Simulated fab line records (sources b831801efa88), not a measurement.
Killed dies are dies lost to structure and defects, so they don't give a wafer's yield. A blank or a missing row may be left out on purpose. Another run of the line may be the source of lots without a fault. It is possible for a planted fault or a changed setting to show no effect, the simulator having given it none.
fab line records    flow sky130
record lots=6  wafers=18  lastDay=50
route steps=708 shown CAPM@554 METAL3@555 PAD_OPEN@708
lots untouched by any fault: they come from a run of this same line in which no faults occurred
startH: hours from the record's opening day to when the first of the lot's shown wafers began    waitH: hours since the lot's step before    " as in the row above    L1.1+2: several wafers, shown together as one row    - no value, or no start given    * or withheld: withheld    < > ~ a bound
route shown NAME@n: NAME is a module with steps in the file, n the number in the route of the first one    usual: mean/standard deviation taken from wafers without a fault    same: alike in all rows    chamber/n: place in a boat    sites: readings site by site    _std_site: their standard deviation    _edge_site: the outer-site mean with the inner-site mean subtracted    radiusMm: for every site, how far away it sits from the centre of the wafer    mask NAME#n: copy n    behind: the tool/chamber that last shaped the wafer    hold: what put the lot on hold/how long, in hours/how the hold closed    device: which transistor (n, p or np) failed to switch    end of line: tests of these same wafers at the route's end    a step without rows: its recipe alone    killed: count of dies lost to structure and defects at first sort (not the wafer's yield)    map: a wafer's dies, marking killed ones x, the rest . and places with no die _
set.NAME: the setting as run; set.NAME@STEP: as run at that earlier step    model.NAME: the simulator's own value behind a step, which no gauge read
lots at selected steps of the route; one table per step, one row per wafer
services: from which hour (startH, from the record's first day; less than 0 if before it) a tool's chamber was out of use, for how many hours, and why
## steps
# step SKY_CAPM_CLEAN_17
# recipe chemistry=O3/DIW  dry=n2Spin
# step SKY_METAL3_DEHYDRATE_05
# recipe tempC=200  timeS=60
# step SKY_METAL3_HMDS_06
# recipe primeTimeS=60  primeTempC=120
# step SKY_METAL3_COAT_07
# recipe resist=BARC  tempC=withheld  timeS=withheld  spinRpm=3000  resistThkNm=60
# step SKY_METAL3_COAT_08
# recipe resist=KrF-thick  spinRpm=3000  resistThkNm=1140
# step SKY_METAL3_SOFTBAKE_09
# recipe tempC=100  timeS=90  resist=KrF-thick
# step SKY_METAL3_EXPOSE_10
# recipe maskId=MM3  na=0.68  sourceShape=annular  sigmaInner=0.4  sigmaOuter=0.8  targetCdNm=300  doseMj=28
# step SKY_METAL3_PEB_11
# recipe pebTempC=withheld  pebTimeS=withheld  resist=KrF-thick
# step SKY_METAL3_DEVELOP_12
# recipe developTimeS=60  resist=KrF-thick  devTempC=21
# step SKY_METAL3_CD_MEAS_13
# recipe targetCdNm=300
# usual cdNm=300.1/1.4
lot.wafer  tool      chamber  startH   waitH  cdNm
L927.1     cdSem-01  -        917.02   -      300.2
L927.2     "         -        "        "      302.0
L927.3     "         -        "        "      301.1
L929.1     cdSem-01  -        925.24   -      301.5
L929.2     "         -        "        "      299.8
L929.5     "         -        "        "      299.0
L938.2     cdSem-02  -        981.84   -      298.5
L938.5     "         -        "        "      298.8
L938.6     "         -        "        "      298.6
L939.1     cdSem-01  -        993.49   -      299.8
L939.5     "         -        "        "      299.6
L939.6     "         -        "        "      299.3
L942.1     cdSem-02  -        1016.69  -      300.2
L942.2     "         -        "        "      299.1
L942.6     "         -        "        "      300.1
L948.3     cdSem-02  -        1048.73  -      300.4
L948.5     "         -        "        "      301.3
L948.6     "         -        "        "      299.9
# step SKY_METAL3_OVL_MEAS_14
# usual METAL3_OVL=3/4.7
lot.wafer  tool        chamber  startH   waitH  METAL3_OVL[nm]
L927.1     overlay-02  -        917.14   0.1    3
L927.2     "           -        "        "      10
L927.3     "           -        "        "      6
L929.1     overlay-01  -        925.36   0.1    -4
L929.2     "           -        "        "      -2
L929.5     "           -        "        "      -2
L938.2     overlay-01  -        981.95   0.1    -3
L938.5     "           -        "        "      -13
L938.6     "           -        "        "      -5
L939.1     overlay-02  -        993.61   0.1    -2
L939.5     "           -        "        "      4
L939.6     "           -        "        "      0
L942.1     overlay-01  -        1016.81  0.1    4
L942.2     "           -        "        "      3
L942.6     "           -        "        "      -4
L948.3     overlay-01  -        1048.82  0.1    -1
L948.5     "           -        "        "      4
L948.6     "           -        "        "      0
# step SKY_METAL3_DESCUM_15
# recipe chemistry=O2  sourcePowerW=150  biasPowerW=0  pressureMtorr=10  tempC=40  timeS=8
# usual chamberPressureMTorr=10.000/0.0082  drypumpMotorCurrentA=5.6/0.32  oesProductAu=1.003/0.015  tempC=40.00/0.11
lot.wafer  tool         chamber  startH   waitH  chamberPressureMTorr  drypumpMotorCurrentA  oesProductAu  rfHoursCounterH  tempC
L927.1     rieMetal-01  1        917.18   0.0    9.994                 5.4                   0.979         5                39.86
L927.2     "            0        "        "      9.999                 5.6                   1.004         11               40.07
L927.3     "            0        "        "      9.988                 5.6                   0.993         -                40.19
L929.1     rieMetal-02  0        925.39   0.0    9.998                 5.5                   1.013         4                40.03
L929.2     "            1        "        "      10.002                5.8                   1.013         6                39.97
L929.5     "            1        "        "      10.006                5.8                   1.006         -                39.94
L938.2     rieMetal-02  1        981.98   0.0    10.000                5.8                   1.021         9                39.99
L938.5     "            1        "        "      10.003                5.8                   1.025         -                39.86
L938.6     "            0        "        "      10.008                5.5                   1.009         -                40.09
L939.1     rieMetal-03  1        993.65   0.0    9.995                 6.1                   1.026         21               40.15
L939.5     "            1        "        "      10.020                6.2                   1.025         -                40.03
L939.6     "            0        "        "      9.992                 5.0                   0.997         -                40.01
L942.1     rieMetal-02  0        1016.84  0.0    10.004                5.4                   1.008         8                39.99
L942.2     "            1        "        "      10.009                5.8                   1.010         10               40.05
L942.6     "            1        "        "      10.000                5.8                   1.014         -                39.97
L948.3     rieMetal-03  1        1048.86  0.0    9.999                 6.1                   1.022         -                40.08
L948.5     "            0        "        "      10.002                5.0                   1.000         -                39.94
L948.6     "            1        "        "      9.998                 6.1                   1.021         -                40.11
# step SKY_METAL3_ETCH_16
# recipe chemistry=N2/H2  target=BARC  ionEnergyEv=200  biasW=100  pressureMtorr=30  n2FlowSccm=100  h2FlowSccm=200  icpW=500  stopOn=SiO2  timeS=88.2  targetDepthA=600
# usual chamberPressureMTorr=30.00/0.041  drypumpMotorCurrentA=5.6/0.32  oesProductAu=0.626/0.0042  runLengthS=116.47/0.29  throttleValvePct=13.204/0.0091
lot.wafer  tool         chamber  startH   waitH  chamberPressureMTorr  drypumpMotorCurrentA  oesProductAu  rfHoursCounterH  runLengthS  throttleValvePct  model.KrF-thick_of_METAL3_COAT_08.thkNm
L927.1     rieMetal-01  1        917.21   0.0    29.97                 5.4                   0.627         5                116.58      13.200            1085
L927.2     "            0        "        "      30.01                 5.6                   0.625         11               116.49      13.211            1079
L927.3     "            0        "        "      30.01                 5.6                   0.625         -                116.33      13.208            1080
L929.1     rieMetal-02  0        925.42   0.0    30.03                 5.5                   0.623         4                117.04      13.204            1075
L929.2     "            1        "        "      30.00                 5.8                   0.628         6                116.03      13.217            1073
L929.5     "            1        "        "      30.01                 5.8                   0.616         -                116.08      13.199            1071
L938.2     rieMetal-02  1        982.01   0.0    30.03                 5.8                   0.626         9                115.91      13.201            1077
L938.5     "            1        "        "      30.05                 5.8                   0.620         -                115.95      13.190            1075
L938.6     "            0        "        "      30.01                 5.5                   0.703         -                104.31      13.205            1082
L939.1     rieMetal-03  1        993.68   0.0    30.02                 6.2                   0.630         21               116.27      13.209            1076
L939.5     "            1        "        "      29.96                 6.2                   0.620         -                116.06      13.211            1078
L939.6     "            0        "        "      29.99                 5.0                   0.628         -                116.60      13.211            1080
L942.1     rieMetal-02  0        1016.88  0.0    30.01                 5.5                   0.702         8                104.58      13.203            1079
L942.2     "            1        "        "      29.97                 5.8                   0.624         10               115.87      13.218            1073
L942.6     "            1        "        "      30.01                 5.8                   0.623         -                116.14      13.205            1070
L948.3     rieMetal-03  1        1048.91  0.0    29.96                 6.2                   0.629         -                116.52      13.188            1077
L948.5     "            0        "        "      30.03                 5.0                   0.624         -                116.44      13.186            1081
L948.6     "            1        "        "      29.97                 6.2                   0.629         -                116.09      13.195            1076
# step SKY_METAL3_ETCH_17
# recipe target=SiO2  stopOn=TiN  chemistry=C4F8/O2/Ar  sourceW=1500  biasW=1200  pressureMtorr=40  c4f8FlowSccm=withheld  O2_flow_sccm=6  Ar_flow_sccm=300  timeS=3.9  targetDepthA=150
# usual chamberPressureMTorr=40.00/0.036  oesProductAu=0.757/0.0073
lot.wafer  tool        chamber  startH   waitH  chamberPressureMTorr  oesProductAu  rfHoursCounterH
L927.1     rieDiel-01  1        917.31   0.1    39.99                 0.757         9
L927.2     "           2        "        "      40.00                 0.752         12
L927.3     "           0        "        "      39.97                 0.758         17
L929.1     rieDiel-02  1        925.52   0.1    40.02                 0.752         16
L929.2     "           2        "        "      39.98                 0.751         16
L929.5     "           0        "        "      40.02                 0.757         -
L938.2     rieDiel-02  2        982.11   0.1    39.99                 0.761         18
L938.5     "           3        "        "      39.92                 0.765         -
L938.6     "           2        "        "      40.00                 0.749         -
L939.1     rieDiel-03  3        993.78   0.1    40.03                 0.761         14
L939.5     "           3        "        "      39.98                 0.762         -
L939.6     "           2        "        "      40.04                 0.756         -
L942.1     rieDiel-01  2        1016.97  0.1    40.05                 0.772         14
L942.2     "           3        "        "      40.04                 0.756         16
L942.6     "           1        "        "      40.01                 0.758         -
L948.3     rieDiel-01  0        1048.98  0.0    39.98                 0.745         21
L948.5     "           3        "        "      40.00                 0.758         -
L948.6     "           2        "        "      39.99                 0.761         -
# step SKY_PAD_OPEN_PROBE_99
# usual defectLimitedYield=81.9/2  killed_at_M0_to_M3=43/6.5  killed_at_M4_up=3.2/1.8  killedAtContacts=26/5.2  killedAtFrontEnd=16/4.8  killedAtOther=0.3/0.6  killedDies=89/9.6  killedOpen=48/7.1  killedShort=40/6.4  sort_bin_3_pad_short=0.9/0.37  sort_bin_5_function=10.7/1.4  sort_bin_6_memory=6.5/1.2  sortNPass=403/9.6  sortYieldPct=81.9/2
# same grossDies=492  killedAtBackSide=0  sort_bin_4_leakage[%]=0  sort_bin_8_speed[%]=0
lot.wafer  tool       chamber  startH   waitH  defectLimitedYield[%]  killed_at_M0_to_M3  killed_at_M4_up  killedAtContacts  killedAtFrontEnd  killedAtOther  killedDies  killedOpen  killedShort  sort_bin_3_pad_short[%]  sort_bin_5_function[%]  sort_bin_6_memory[%]  sortNPass  sortYieldPct[%]
L927.1     prober-02  -        1089.24  0.1    83.1                   48                  2                18                15                0              83          40          43           0.8                      9.3                     6.7                   409        83.1
L927.2     prober-02  -        1089.29  0.1    83.7                   42                  1                22                15                0              80          47          33           1.0                      10.4                    4.9                   412        83.7
L927.3     prober-02  -        1089.34  0.2    81.9                   47                  4                26                12                0              89          40          49           0.8                      9.6                     7.7                   403        81.9
L929.1     prober-02  -        1096.48  0.1    82.9                   41                  6                24                13                0              84          42          42           0.6                      10.2                    6.3                   408        82.9
L929.2     prober-02  -        1096.53  0.1    82.1                   43                  2                26                17                0              88          48          39           1.0                      11.4                    5.5                   404        82.1
L929.5     prober-02  -        1096.68  0.2    83.5                   35                  3                20                23                0              81          48          33           1.0                      9.3                     6.1                   411        83.5
L938.2     prober-01  -        1143.10  0.1    84.8                   40                  2                24                9                 0              75          45          30           0.2                      9.1                     5.9                   417        84.8
L938.5     prober-01  -        1143.25  0.2    84.1                   49                  1                16                11                1              78          35          43           0.2                      9.3                     6.3                   414        84.1
L938.6     prober-01  -        1143.30  0.2    80.7                   33                  0                34                28                0              95          62          33           0.4                      11.6                    7.3                   397        80.7
L939.1     prober-02  -        1151.74  0.1    79.5                   40                  3                33                25                0              101         54          45           0.8                      13.2                    6.5                   391        79.5
L939.5     prober-02  -        1151.94  0.2    80.5                   42                  5                32                17                0              96          50          44           1.2                      11.2                    7.1                   396        80.5
L939.6     prober-02  -        1151.99  0.2    80.1                   34                  4                30                29                1              98          51          44           1.0                      11.2                    7.7                   394        80.1
L942.1     prober-01  -        1170.27  0.1    82.5                   38                  5                33                10                0              86          39          47           1.0                      10.8                    5.7                   406        82.5
L942.2     prober-01  -        1170.32  0.1    79.9                   49                  5                22                23                0              99          61          36           0.8                      11.8                    7.5                   393        79.9
L942.6     prober-01  -        1170.52  0.2    81.3                   48                  4                25                15                0              92          49          41           0.4                      12.4                    5.9                   400        81.3
L948.3     prober-01  -        1192.20  0.2    78.3                   51                  4                30                21                1              107         62          44           0.6                      14.4                    6.7                   385        78.3
L948.5     prober-01  -        1192.30  0.2    80.9                   57                  3                15                17                2              94          45          49           0.4                      9.6                     9.1                   398        80.9
L948.6     prober-01  -        1192.35  0.2    82.5                   41                  2                26                15                2              86          50          35           0.2                      11.2                    6.1                   406        82.5
# killed by level:class
L927.1 VIA2:geometricParticle:open=11 VIA1:geometricParticle:open=7 CONTACT:geometricParticle:open=6 METAL1:geometricParticle:short=6 VIA3:geometricParticle:short=6 LOCAL_INTERCONNECT:geometricParticle:short=5 VIA3:geometricParticle:open=5 FIELD_ISO:geometricParticle:open=4
L927.2 CONTACT:geometricParticle:open=10 VIA2:geometricParticle:open=9 VIA3:geometricParticle:open=7 LI_CONTACT:geometricParticle:open=5 VIA1:geometricParticle:short=5 METAL1:geometricParticle:short=5 VIA2:geometricParticle:short=5 POLY_GATE:geometricParticle:short=4
L927.3 CONTACT:geometricParticle:open=8 VIA1:geometricParticle:open=8 LI_CONTACT:geometricParticle:open=7 LI_CONTACT:geometricParticle:short=7 METAL1:geometricParticle:short=7 METAL2:geometricParticle:short=7 VIA2:geometricParticle:open=7 VIA3:geometricParticle:open=6
L929.1 CONTACT:geometricParticle:open=11 METAL2:geometricParticle:short=9 METAL1:geometricParticle:short=8 VIA3:geometricParticle:open=7 METAL4:geometricParticle:short=6 VIA1:geometricParticle:open=6 LI_CONTACT:geometricParticle:open=5 VIA2:geometricParticle:open=5
L929.2 VIA1:geometricParticle:open=16 CONTACT:geometricParticle:open=9 VIA2:geometricParticle:open=8 CONTACT:geometricParticle:short=8 FIELD_ISO:geometricParticle:short=5 FIELD_ISO:geometricParticle:open=5 METAL1:geometricParticle:short=5 POLY_GATE:geometricParticle:short=4
L929.5 VIA1:geometricParticle:open=11 CONTACT:geometricParticle:open=9 FIELD_ISO:geometricParticle:open=7 POLY_GATE:geometricParticle:short=7 LI_CONTACT:geometricParticle:open=6 METAL1:geometricParticle:short=5 VIA2:geometricParticle:open=5 VIA2:geometricParticle:short=4
L938.2 CONTACT:geometricParticle:open=9 VIA3:geometricParticle:open=9 LI_CONTACT:geometricParticle:open=6 VIA1:geometricParticle:open=5 POLY_GATE:geometricParticle:short=4 VIA2:geometricParticle:open=4 CONTACT:geometricParticle:short=4 METAL2:geometricParticle:open=3
L938.5 VIA1:geometricParticle:open=10 METAL1:geometricParticle:short=8 FIELD_ISO:geometricParticle:short=6 CONTACT:geometricParticle:open=6 VIA2:geometricParticle:open=6 VIA2:geometricParticle:short=6 METAL2:geometricParticle:short=5 METAL3:geometricParticle:short=5
L938.6 VIA2:geometricParticle:open=13 FIELD_ISO:geometricParticle:short=9 VIA1:geometricParticle:open=9 LI_CONTACT:geometricParticle:open=9 CONTACT:geometricParticle:open=9 FIELD_ISO:geometricParticle:open=7 VIA3:geometricParticle:open=6 LOCAL_INTERCONNECT:geometricParticle:short=5
L939.1 CONTACT:geometricParticle:open=10 FIELD_ISO:geometricParticle:open=9 LOCAL_INTERCONNECT:geometricParticle:short=8 CONTACT:geometricParticle:short=7 VIA3:geometricParticle:open=7 VIA1:geometricParticle:open=6 POLY_GATE:geometricParticle:short=5 POLY_GATE:geometricParticle:open=5
L939.5 METAL2:geometricParticle:short=12 LI_CONTACT:geometricParticle:open=12 VIA1:geometricParticle:open=11 CONTACT:geometricParticle:open=8 LOCAL_INTERCONNECT:geometricParticle:short=5 FIELD_ISO:geometricParticle:open=4 POLY_GATE:geometricParticle:open=4 VIA1:geometricParticle:short=4
L939.6 CONTACT:geometricParticle:open=14 CONTACT:geometricParticle:short=9 FIELD_ISO:geometricParticle:open=8 FIELD_ISO:geometricParticle:short=7 POLY_GATE:geometricParticle:open=7 VIA3:geometricParticle:open=6 METAL1:geometricParticle:short=6 VIA2:geometricParticle:open=5
L942.1 LI_CONTACT:geometricParticle:open=9 VIA1:geometricParticle:open=9 CONTACT:geometricParticle:short=7 CONTACT:geometricParticle:open=7 VIA1:geometricParticle:short=7 LOCAL_INTERCONNECT:geometricParticle:short=6 VIA2:geometricParticle:open=6 METAL4:geometricParticle:short=5
L942.2 VIA1:geometricParticle:open=18 POLY_GATE:geometricParticle:open=8 CONTACT:geometricParticle:open=7 FIELD_ISO:geometricParticle:short=6 METAL2:geometricParticle:short=6 VIA2:geometricParticle:open=6 LI_CONTACT:geometricParticle:open=6 LOCAL_INTERCONNECT:geometricParticle:short=5
L942.6 VIA1:geometricParticle:open=10 VIA3:geometricParticle:open=8 LI_CONTACT:geometricParticle:open=7 METAL1:geometricParticle:short=7 CONTACT:geometricParticle:open=6 CONTACT:geometricParticle:short=5 VIA2:geometricParticle:short=5 METAL4:geometricParticle:short=4
L948.3 CONTACT:geometricParticle:open=17 VIA1:geometricParticle:open=9 LI_CONTACT:geometricParticle:open=8 VIA3:geometricParticle:open=8 FIELD_ISO:geometricParticle:short=7 VIA1:geometricParticle:short=6 VIA2:geometricParticle:open=6 METAL1:geometricParticle:short=5
L948.5 VIA1:geometricParticle:open=14 CONTACT:geometricParticle:open=9 METAL2:geometricParticle:short=9 VIA1:geometricParticle:short=8 VIA2:geometricParticle:open=6 METAL1:geometricParticle:short=6 VIA3:geometricParticle:short=6 POLY_GATE:geometricParticle:short=5
L948.6 VIA1:geometricParticle:open=16 CONTACT:geometricParticle:open=12 METAL2:geometricParticle:short=7 FIELD_ISO:geometricParticle:open=6 LI_CONTACT:geometricParticle:open=6 LOCAL_INTERCONNECT:geometricParticle:short=5 METAL1:geometricParticle:short=4 VIA3:geometricParticle:open=4
## services
tool         chamber  startH   hours  kind
rieMetal-01  -        901.46   0.3    repair
rieDiel-03   0        905.80   64.4   repair
rieDiel-02   -        922.94   0.5    repair
rieDiel-02   1        969.98   3.9    repair
rieDiel-01   2        976.43   15.6   repair
rieDiel-03   2        1026.15  22.1   repair
## key
firstSign step=SKY_METAL3_ETCH_16  reading=runLengthS  direction=down  sigmas=41  usual=*  struck=*
effect step=SKY_METAL3_ETCH_16  reading=oesProductAu  direction=up  sigmas=18  usual=0.626  struck=0.702
modelEffect step=SKY_METAL3_ETCH_16  value=KrF-thick_of_METAL3_COAT_08.thkNm  without=1074  struck=1081
metAt SKY_METAL3_ETCH_16
struckWafers L938.6,L942.1
onsetBetween 925.42 982.01
fault kind=processParameterDrift  tool=rieMetal-02  chamber=0  onsetH=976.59  steps=SKY_METAL3_ETCH_16  channel=timeS  offset=*  shape=step  endH=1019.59  actsIn=*  stated=*
